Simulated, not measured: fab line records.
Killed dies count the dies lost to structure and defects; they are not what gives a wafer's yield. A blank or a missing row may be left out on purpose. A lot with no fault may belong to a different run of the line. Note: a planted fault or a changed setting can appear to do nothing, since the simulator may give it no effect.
Which tool is to blame? / flow gf180mcu / Sampling: 13 lots, 39 wafers, 6 of 602 route steps

WHAT THE GAUGES READ, wafer by wafer
GF_STI_CD_MEAS_12: the cd target is 220 nm.
lot=L314; measured=day 2 17:17; on=cd_sem-01; cd_nm (nm)=218.6 219.8 219.0
lot=L315; measured=day 2 22:11; on=cd_sem-02; cd_nm (nm)=222.1 223.7 222.1
lot=L316; measured=day 3 02:58; on=cd_sem-02; cd_nm (nm)=218.8 219.6 219.1
lot=L317; measured=day 3 09:35; on=cd_sem-02; cd_nm (nm)=220.2 219.4 219.1
lot=L318; measured=day 3 14:13; on=cd_sem-02; cd_nm (nm)=220.4 219.5 219.2
lot=L319; measured=day 3 18:56; on=cd_sem-02; cd_nm (nm)=218.7 219.2 219.6
lot=L321; measured=day 4 04:53; on=cd_sem-02; cd_nm (nm)=222.0 221.0 220.8
lot=L322; measured=day 4 09:44; on=cd_sem-02; cd_nm (nm)=220.3 219.6 220.7
lot=L328; measured=day 5 17:07; on=cd_sem-02; cd_nm (nm)=217.7 218.1 218.2
lot=L329; measured=day 5 22:55; on=cd_sem-02; cd_nm (nm)=218.5 218.5 218.2
lot=L331; measured=day 6 09:25; on=cd_sem-01; cd_nm (nm)=220.9 220.7 219.8
lot=L332; measured=day 6 13:52; on=cd_sem-01; cd_nm (nm)=219.6 220.0 220.4
lot=L333; measured=day 6 18:16; on=cd_sem-01; cd_nm (nm)=219.3 219.3 219.1

GF_MVPSD_OVL_MEAS_07.
lot=L314; measured=day 5 18:48; on=overlay-02; MVPSD_OVL (nm)=1.0 2.0 1.6
lot=L315; measured=day 6 01:16; on=overlay-01; MVPSD_OVL (nm)=1.3 2.3 3.8
lot=L316; measured=day 6 06:00; on=overlay-01; MVPSD_OVL (nm)=1.2 -0.2 0.5
lot=L317; measured=day 6 14:27; on=overlay-02; MVPSD_OVL (nm)=-0.7 0.1 -0.5
lot=L318; measured=day 6 19:34; on=overlay-02; MVPSD_OVL (nm)=0.0 0.9 1.6
lot=L319; measured=day 6 23:43; on=overlay-02; MVPSD_OVL (nm)=-0.7 0.1 1.8
lot=L321; measured=day 7 13:34; on=overlay-02; MVPSD_OVL (nm)=-1.1 -0.1 0.9
lot=L322; measured=day 7 18:40; on=overlay-02; MVPSD_OVL (nm)=3.1 0.2 0.1
lot=L328; measured=day 9 06:37; on=overlay-01; MVPSD_OVL (nm)=1.1 3.4 1.7
lot=L329; measured=day 9 12:34; on=overlay-02; MVPSD_OVL (nm)=0.4 1.3 3.6
lot=L331; measured=day 10 01:28; on=overlay-02; MVPSD_OVL (nm)=1.6 -0.1 0.0
lot=L332; measured=day 10 06:19; on=overlay-02; MVPSD_OVL (nm)=-0.9 -2.1 -0.5
lot=L333; measured=day 10 14:58; on=overlay-01; MVPSD_OVL (nm)=-1.1 0.4 -1.0

GF_VT_IMPLANT_OVL_MEAS_07.
lot=L314; measured=day 6 09:19; on=overlay-02; VT_IMPLANT_OVL (nm)=1.7 0.6 2.0
lot=L315; measured=day 6 15:43; on=overlay-01; VT_IMPLANT_OVL (nm)=-0.1 -0.4 -1.0
lot=L316; measured=day 6 21:55; on=overlay-01; VT_IMPLANT_OVL (nm)=0.2 1.1 -0.3
lot=L317; measured=day 7 06:07; on=overlay-01; VT_IMPLANT_OVL (nm)=0.1 1.8 1.0
lot=L318; measured=day 7 10:55; on=overlay-01; VT_IMPLANT_OVL (nm)=1.4 1.7 2.1
lot=L319; measured=day 7 15:28; on=overlay-02; VT_IMPLANT_OVL (nm)=-0.7 -0.6 -0.4
lot=L321; measured=day 8 06:23; on=overlay-01; VT_IMPLANT_OVL (nm)=-1.1 -0.8 0.9
lot=L322; measured=day 8 10:46; on=overlay-02; VT_IMPLANT_OVL (nm)=1.4 -0.5 1.1
lot=L328; measured=day 9 23:54; on=overlay-01; VT_IMPLANT_OVL (nm)=0.4 -1.1 -0.6
lot=L329; measured=day 10 06:06; on=overlay-01; VT_IMPLANT_OVL (nm)=-1.6 -2.1 -1.4
lot=L331; measured=day 10 19:19; on=overlay-02; VT_IMPLANT_OVL (nm)=-2.7 -3.5 -1.6
lot=L332; measured=day 10 23:45; on=overlay-02; VT_IMPLANT_OVL (nm)=-2.1 -1.3 -2.8
lot=L333; measured=day 11 09:16; on=overlay-02; VT_IMPLANT_OVL (nm)=1.4 1.6 1.5

GF_VT_IMPLANT_RS_MEAS_47: uses a four-point probe to measure.
lot=L314; measured=day 8 10:37; on=film_metro-03; NWELL_RS (ohm/sq)=484.4 486.8 485.8
lot=L315; measured=day 8 16:07; on=film_metro-01; NWELL_RS (ohm/sq)=487.4 488.1 489.0
lot=L316; measured=day 8 22:17; on=film_metro-02; NWELL_RS (ohm/sq)=490.4 490.4 488.2
lot=L317; measured=day 9 09:05; on=film_metro-03; NWELL_RS (ohm/sq)=487.8 488.4 487.4
lot=L318; measured=day 9 13:05; on=film_metro-03; NWELL_RS (ohm/sq)=487.2 485.6 486.8
lot=L319; measured=day 9 18:37; on=film_metro-02; NWELL_RS (ohm/sq)=500.1 501.6 501.0 500.7 502.4 502.5
lot=L321; measured=day 10 10:02; on=film_metro-03; NWELL_RS (ohm/sq)=486.8 486.7 485.6
lot=L322; measured=day 10 15:10; on=film_metro-01; NWELL_RS (ohm/sq)=501.5 501.7 501.4 500.8 501.0 502.3
lot=L328; measured=day 12 07:21; on=film_metro-03; NWELL_RS (ohm/sq)=488.7 489.7 488.1
lot=L329; measured=day 12 14:39; on=film_metro-01; NWELL_RS (ohm/sq)=487.1 487.3 488.5
lot=L331; measured=day 13 06:19; on=film_metro-03; NWELL_RS (ohm/sq)=488.1 486.5 486.3
lot=L332; measured=day 13 12:08; on=film_metro-01; NWELL_RS (ohm/sq)=488.1 488.5 489.0
lot=L333; measured=day 13 21:57; on=film_metro-02; NWELL_RS (ohm/sq)=487.9 489.1 486.6

GF_VT_IMPLANT_RS_MEAS_48: uses a four-point probe to measure.
lot=L314; measured=day 8 10:44; on=film_metro-03; LVPWELL_RS (ohm/sq)=1198 1194 1196
lot=L315; measured=day 8 16:14; on=film_metro-01; LVPWELL_RS (ohm/sq)=1192 1192 1192
lot=L316; measured=day 8 22:24; on=film_metro-02; LVPWELL_RS (ohm/sq)=1187 1191 1191
lot=L317; measured=day 9 09:13; on=film_metro-03; LVPWELL_RS (ohm/sq)=1199 1195 1194
lot=L318; measured=day 9 13:12; on=film_metro-03; LVPWELL_RS (ohm/sq)=1193 1192 1193
lot=L319; measured=day 9 23:53; on=film_metro-02; LVPWELL_RS (ohm/sq)=1196 1199 1200
lot=L321; measured=day 10 10:09; on=film_metro-03; LVPWELL_RS (ohm/sq)=1189 1189 1193
lot=L322; measured=day 10 17:38; on=film_metro-01; LVPWELL_RS (ohm/sq)=1197 1196 1195
lot=L328; measured=day 12 07:28; on=film_metro-03; LVPWELL_RS (ohm/sq)=1190 1194 1191
lot=L329; measured=day 12 14:46; on=film_metro-01; LVPWELL_RS (ohm/sq)=1193 1197 1192
lot=L331; measured=day 13 06:26; on=film_metro-03; LVPWELL_RS (ohm/sq)=1189 1193 1191
lot=L332; measured=day 13 12:16; on=film_metro-01; LVPWELL_RS (ohm/sq)=1195 1194 1199
lot=L333; measured=day 13 22:04; on=film_metro-02; LVPWELL_RS (ohm/sq)=1197 1193 1195

WHAT TOOL EACH LOT RAN ON (gives the tool, then ch and the chambers of the sampled wafers, and finally the start)
lot=L314; GF_NWELL_IMPLANT_09=implanter-02 ch 0, day 4 00:45
lot=L315; GF_NWELL_IMPLANT_09=implanter-02 ch 0, day 4 06:20
lot=L316; GF_NWELL_IMPLANT_09=implanter-04 ch 0, day 4 10:58
lot=L317; GF_NWELL_IMPLANT_09=implanter-02 ch 0, day 4 18:02
lot=L318; GF_NWELL_IMPLANT_09=implanter-04 ch 0, day 4 22:48
lot=L319; GF_NWELL_IMPLANT_09=implanter-04 ch 0, day 5 03:36
lot=L321; GF_NWELL_IMPLANT_09=implanter-02 ch 0, day 5 14:29
lot=L322; GF_NWELL_IMPLANT_09=implanter-04 ch 0, day 5 20:17
lot=L328; GF_NWELL_IMPLANT_09=implanter-02 ch 0, day 7 04:50
lot=L329; GF_NWELL_IMPLANT_09=implanter-02 ch 0, day 7 10:05
lot=L331; GF_NWELL_IMPLANT_09=implanter-02 ch 0, day 7 22:25
lot=L332; GF_NWELL_IMPLANT_09=implanter-04 ch 0, day 8 02:24
lot=L333; GF_NWELL_IMPLANT_09=implanter-02 ch 0, day 8 09:17
- GF_NWELL_IMPLANT_09

AS READ BY THE TOOLS THEMSELVES (means over the sampled wafers that have a number; for cases with no such wafer, the mark the record gives instead)
GF_NWELL_IMPLANT_09.
lot=L314 tool=implanter-02 dose_ions_cm2=4.000e+12 faraday_current_uA=22.6
lot=L315 tool=implanter-02 dose_ions_cm2=4.002e+12 faraday_current_uA=22.6
lot=L316 tool=implanter-04 dose_ions_cm2=4.000e+12 faraday_current_uA=22.2
lot=L317 tool=implanter-02 dose_ions_cm2=4.002e+12 faraday_current_uA=23.0
lot=L318 tool=implanter-04 dose_ions_cm2=3.998e+12 faraday_current_uA=22.3
lot=L319 tool=implanter-04 dose_ions_cm2=3.303e+12 faraday_current_uA=18.6
lot=L321 tool=implanter-02 dose_ions_cm2=4.004e+12 faraday_current_uA=22.7
lot=L322 tool=implanter-04 dose_ions_cm2=3.296e+12 faraday_current_uA=18.8
lot=L328 tool=implanter-02 dose_ions_cm2=4.000e+12 faraday_current_uA=22.7
lot=L329 tool=implanter-02 dose_ions_cm2=4.001e+12 faraday_current_uA=22.5
lot=L331 tool=implanter-02 dose_ions_cm2=3.998e+12 faraday_current_uA=22.6
lot=L332 tool=implanter-04 dose_ions_cm2=4.000e+12 faraday_current_uA=22.6
lot=L333 tool=implanter-02 dose_ions_cm2=3.999e+12 faraday_current_uA=22.7

THE ANSWER, worked out from the rows above alone
Rule: what is usual is taken from the lots themselves. The widest of any qualifying gaps counts: lots, ordered by their means at a reading, are off when they make up no more than a third of the lots, leave a main group of 4 or more, and stand apart from it by 3 or more times the standard deviation of that group's means. A main group is skipped when, at the precision printed for the reading in the tables above, its means are all equal. Also off: a lot with no number at a reading for which 4 or more lots have one. All remaining lots with rows at the step are treated as sound. First the gauges in route order, then the tools' own readings, where a lot's mean is used as printed above. The first step at which some lot is off is used, and at that step the reading that is off furthest; a lot without a number counts as furthest.
Off: at GF_VT_IMPLANT_RS_MEAS_47 (NWELL_RS), L319, L322. The main group: mean 487.6 ohm/sq, standard deviation 1.1.
A tool fits if, at a process step before that reading, it ran every lot that is off, and no sound lot after the first of them. Not tried: the gauges at GF_VT_IMPLANT_RS_MEAS_47; whatever is off there is also off at GF_NWELL_IMPLANT_09, on other tools, and gauge error can't account for it. Not one of the candidates tried fits.

WHAT HAD BEEN PUT IN BY THE SIMULATOR
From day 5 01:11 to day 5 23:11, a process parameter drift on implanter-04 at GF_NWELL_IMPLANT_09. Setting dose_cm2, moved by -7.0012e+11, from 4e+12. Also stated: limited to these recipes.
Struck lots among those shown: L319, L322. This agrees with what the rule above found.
